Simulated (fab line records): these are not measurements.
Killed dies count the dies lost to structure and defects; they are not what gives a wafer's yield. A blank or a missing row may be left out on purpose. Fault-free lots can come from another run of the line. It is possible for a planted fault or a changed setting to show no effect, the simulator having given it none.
Which of the tools did it?    flow gf180mcu    14 lots, 42 wafers sampled, at 4 steps of a route of 602

WHAT THE GAUGES SHOWED, per wafer
GF_V3_THK_MEAS_01. Usual: V3_CVD_00_THK typically reads 599 nm, with standard deviation 6.
lot   measured      on             V3_CVD_00_THK (nm)  flag
L292  day 21 10:00  film metro-04  605 588 609         
L293  day 22 03:44  film metro-03  591 596 591         
L295  day 22 19:06  film metro-03  602 607 602         
L296  day 23 04:30  film metro-02  605 590 590         
L297  day 23 16:56  film metro-02  602 608 590         
L300  day 24 21:55  film metro-04  607 604 604         
L302  day 24 23:16  film metro-03  603 592 590         
L303  day 25 11:25  film metro-03  597 594 593         
L304  day 25 13:43  film metro-04  607 599 608         
L305  day 26 08:14  film metro-03  592 592 595         
L306  day 26 09:19  film metro-04  607 602 602         
L312  day 27 17:56  film metro-03  598 604 599         
L311  day 27 22:53  film metro-03  595 599 593         
L313  day 28 00:56  film metro-04  594 599 605         

GF_TOP_METAL_CD_MEAS_14: target cd 440 nm. Usual: 439.1 nm for cd nm, sd 2.4.
lot   measured      on         cd nm (nm)         flag
L292  day 28 01:20  cd sem-02  440.6 441.1 441.8  
L293  day 28 17:04  cd sem-01  441.7 441.2 440.4  
L295  day 29 04:59  cd sem-01  441.8 441.9 441.1  
L296  day 29 13:40  cd sem-01  437.6 437.9 436.4  
L297  day 29 23:06  cd sem-01  437.8 441.3 438.5  
L300  day 31 00:08  cd sem-02  437.1 436.5 435.5  
L302  day 31 01:22  cd sem-01  434.7 435.0 436.6  
L303  day 31 10:53  cd sem-02  438.6 441.7 439.0  
L304  day 31 14:00  cd sem-01  439.2 437.3 437.2  
L305  day 32 05:23  cd sem-01  438.7 439.6 440.8  
L306  day 32 05:41  cd sem-01  439.8 438.2 437.3  
L312  day 33 07:25  cd sem-02  438.5 439.8 438.8  
L311  day 33 12:22  cd sem-02  440.0 436.4 436.8  
L313  day 33 15:05  cd sem-01  442.1 442.6 442.2  

TOOL THAT RAN EACH LOT (tool first, then ch and the chambers of the sampled wafers, then the start)
lot   GF_CONTACT_STRIP_18                   GF_V4_CVD_23
L292  plasma asher-02 ch 0,1, day 16 05:07  cvd w-01 ch 0,1, day 24 11:01
L293  plasma asher-01 ch 0,1, day 16 19:55  cvd w-01 ch 0,1, day 25 04:36
L295  plasma asher-01 ch 0, day 17 12:19    cvd w-01 ch 1, day 25 16:41
L296  plasma asher-02 ch 0,1, day 17 20:43  cvd w-01 ch 0, day 26 02:07
L297  plasma asher-02 ch 0,1, day 18 10:43  cvd w-01 ch 0, day 26 13:19
L300  plasma asher-04 ch 0,1, day 19 18:43  cvd w-01 ch 0,1, day 27 16:34
L302  plasma asher-01 ch 0,1, day 19 19:28  cvd w-01 ch 0,1, day 27 16:43
L303  plasma asher-01 ch 0,1, day 20 11:04  cvd w-01 ch 0,1, day 28 03:43
L304  plasma asher-01 ch 0,1, day 20 12:22  cvd w-02 ch 0,1, day 28 06:19
L305  plasma asher-04 ch 0,1, day 21 10:18  cvd w-02 ch 0,1, day 28 23:31
L306  plasma asher-02 ch 0,1, day 21 11:28  cvd w-01 ch 0,1, day 29 00:41
L312  plasma asher-01 ch 0,1, day 23 01:13  cvd w-02 ch 0,1, day 30 07:35
L311  plasma asher-02 ch 0,1, day 23 04:32  cvd w-01 ch 0,1, day 30 12:20
L313  plasma asher-01 ch 0,1, day 23 07:58  cvd w-01 ch 0,1, day 30 13:58
- GF_CONTACT_STRIP_18: strips in O2/N2.
- GF_V4_CVD_23: deposits W, target thk 350 nm, time 104.9 s.

AS READ BY THE TOOLS THEMSELVES (means over the sampled wafers that have a number; for cases with no such wafer, the mark the record gives instead)
GF_CONTACT_STRIP_18. Usual: drypump motor current A 5.7 A, standard deviation 0.36; heater power w 317 W, standard deviation 31; oes product au 0.580 a.u., standard deviation 0.0055.
lot   tool             drypump motor current A (A)  heater power w (W)  oes product au (a.u.)  flag
L292  plasma asher-02  5.6                          350                 0.583                  
L293  plasma asher-01  5.4                          307                 0.581                  
L295  plasma asher-01  5.6                          301                 0.580                  
L296  plasma asher-02  5.6                          347                 0.579                  
L297  plasma asher-02  5.6                          358                 0.579                  
L300  plasma asher-04  6.0                          300                 0.581                  
L302  plasma asher-01  5.5                          308                 0.583                  
L303  plasma asher-01  5.4                          310                 0.583                  
L304  plasma asher-01  5.4                          307                 0.583                  
L305  plasma asher-04  6.0                          309                 0.577                  
L306  plasma asher-02  5.7                          349                 0.585                  
L312  plasma asher-01  5.4                          307                 0.579                  
L311  plasma asher-02  5.6                          351                 0.580                  
L313  plasma asher-01  5.4                          308                 0.580                  

GF_V4_CVD_23. Usual: 791 W for heater power w, sd 47.
lot   tool      heater power w (W)  flag
L292  cvd w-01  786                 
L293  cvd w-01  787                 
L295  cvd w-01  826                 
L296  cvd w-01  744                 
L297  cvd w-01  735                 
L300  cvd w-01  793                 
L302  cvd w-01  800                 
L303  cvd w-01  803                 
L304  cvd w-02  814                 
L305  cvd w-02  804                 
L306  cvd w-01  805                 
L312  cvd w-02  812                 
L311  cvd w-01  800                 
L313  cvd w-01  776                 

THE ANSWER, worked out from the rows above alone
Rule: a lot is off if the mean of its wafers that have a number lies more than 3 standard deviations from the usual mean. A lot without any number at a reading at which 4 lots or more have one is off too. The other lots that the step has rows for count as sound. Order of review: gauges by route order, followed by the tools' own readings, for which a lot's mean as printed above is used. The first step at which some lot is off is used, and at that step the reading that is off furthest; a lot without a number counts as furthest.
No lot is off at any reading shown: from this, nothing can be told.

WHAT WAS PUT IN BY THE SIMULATOR
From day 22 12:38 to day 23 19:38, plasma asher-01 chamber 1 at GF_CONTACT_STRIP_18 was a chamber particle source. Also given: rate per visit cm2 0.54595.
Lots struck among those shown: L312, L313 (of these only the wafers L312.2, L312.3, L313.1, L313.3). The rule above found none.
